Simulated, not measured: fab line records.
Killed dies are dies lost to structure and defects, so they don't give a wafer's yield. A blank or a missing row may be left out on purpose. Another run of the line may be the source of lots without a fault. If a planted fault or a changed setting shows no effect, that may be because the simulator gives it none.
Matching of chambers :: flow gf180mcu :: cmp-01 running GF_V5_CMP_04: 4 sister chambers
The step polishes SiO2. 7 wafers are shown with their chamber, then 7 later ones without.

## WAFERS PAIRED WITH THEIR CHAMBERS
wafer: L979.5
chamber: 3
motor_current_A (A): 12.7

wafer: L981.4
chamber: 0
motor_current_A (A): 10.8

wafer: L983.2
chamber: 2
motor_current_A (A): 10.1

wafer: L983.3
chamber: 1
motor_current_A (A): 11.5

wafer: L983.4
chamber: 3
motor_current_A (A): 12.5

wafer: L984.1
chamber: 0
motor_current_A (A): 10.5

wafer: L984.4
chamber: 2
motor_current_A (A): 10.3

## WAFERS WITHOUT THEIR CHAMBER
wafer: L984.6
motor_current_A (A): 12.6

wafer: L990.1
motor_current_A (A): 9.7

wafer: L990.2
motor_current_A (A): 10.1

wafer: L990.5
motor_current_A (A): 10.6

wafer: L997.1
motor_current_A (A): 10.4

wafer: L997.2
motor_current_A (A): 10.2

wafer: L997.3
motor_current_A (A): 12.2

## CHAMBER TAKEN BY EACH
wafer: L984.6
from the rows above: 3
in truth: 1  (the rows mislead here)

wafer: L990.1
from the rows above: 2
in truth: 2

wafer: L990.2
from the rows above: 2
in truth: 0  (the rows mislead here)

wafer: L990.5
from the rows above: 0
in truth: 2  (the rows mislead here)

wafer: L997.1
from the rows above: can't be placed: 2 or 0
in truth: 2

wafer: L997.2
from the rows above: 2
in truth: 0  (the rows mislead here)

wafer: L997.3
from the rows above: can't be placed: 3 or 1
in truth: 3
Placed correctly: 1 of 7. These rows do not allow placing 2 (true chamber among the candidates in 2). Wrongly placed: 4.
How it was worked out, from the rows above alone: a wafer's distance from a chamber is the root of the sum, over the readings, of the square of ((its reading less the chamber's mean) divided by the reading's scatter). The wafer belongs to the nearest chamber; if the next one is less than 2 further off, it can't be placed. The mean given for a chamber averages the wafers shown for that chamber. The scatter is the square root of a quotient: the sum, over the shown wafers, of each reading's squared deviation from its chamber's mean, divided by wafers minus chambers.
